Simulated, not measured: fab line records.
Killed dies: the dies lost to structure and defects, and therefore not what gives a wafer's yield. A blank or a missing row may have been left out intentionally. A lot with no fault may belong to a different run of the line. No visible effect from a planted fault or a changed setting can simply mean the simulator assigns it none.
2 desks looking at one fault ; flow gf180mcu ; what lay behind the numbers comes last; until then each desk has only its own

## DESK OF THE TOOL OWNER: litho-track-03
The tool's own readings at GF_V4_PEB_12 (peb time 90 s): means of the sampled wafers that have a number, for each lot that ran on this tool. The brackets show how far a lot's mean lies from the usual mean; more than 4 standard deviations puts the lot out of limits, marked OUT.
Columns: A = heater-power-total-W at GF_V4_PEB_12, usual 85.72 W; B = plate-temp-C at GF_V4_PEB_12, usual 134.99 C
lot;first seen here;A;B
L274;day 24 21:19;85.79;135.01
L275;day 25 01:02;85.65;135.02
L276;day 25 10:54;85.69;134.78
L279;day 26 11:39;85.77;135.11
L289;day 29 15:28;86.58 (+11) OUT;136.09 (+8.5) OUT
L291;day 30 01:07;86.66 (+12) OUT;136.18 (+9.2) OUT
This desk finds L289, L291 out of limits, L289 being first, at day 29 15:28 (heater-power-total-W at GF_V4_PEB_12). L274, L275, L276, L279 stayed within limits.

## THE METROLOGY DESK
Lot by lot, what the gauges showed, no matter which tool ran the lot: averages of those sampled wafers that carry a number. The brackets show how far a lot's mean lies from the usual mean; more than 4 standard deviations puts the lot out of limits, marked OUT.
Columns: A = V2_CVD_02_THK at GF_V2_THK_MEAS_03, usual 853 nm; B = cd-nm at GF_V4_CD_MEAS_14, usual 260.0 nm
lot;first seen here;A;B
L273;day 19 15:59;846;260.3
L274;day 19 17:36;854;260.6
L275;day 20 00:31;864;258.5
L276;day 20 11:42;853;262.0
L278;day 21 01:02;853;259.3
L279;day 21 16:34;851;259.3
L280;day 22 01:26;853;259.8
L281;day 22 14:51;853;258.8
L282;day 22 16:45;856;259.5
L289;day 25 04:16;847;264.0
L291;day 25 14:55;859;263.7
L294;day 26 09:41;850;260.1
This desk found nothing out of limits on any of the 12 lots.

## ALL TOGETHER
The tool owner's desk had the chance to raise an alarm at day 29 15:28 on L289, L291.
Metrology desk: nothing out of limits seen.
The metrology desk has L289, L291 on record, within its limits.
On litho-track-03, each named lot ran GF_V4_PEB_12.

## WHAT THE SIMULATOR HAD PUT IN
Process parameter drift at GF_V4_PEB_12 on litho-track-03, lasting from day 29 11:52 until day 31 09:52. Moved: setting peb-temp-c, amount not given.
Shown lots that were struck: L289, L291.
Hours from the fault's start to each desk's first reading out of limits: the tool owner's desk, 4.
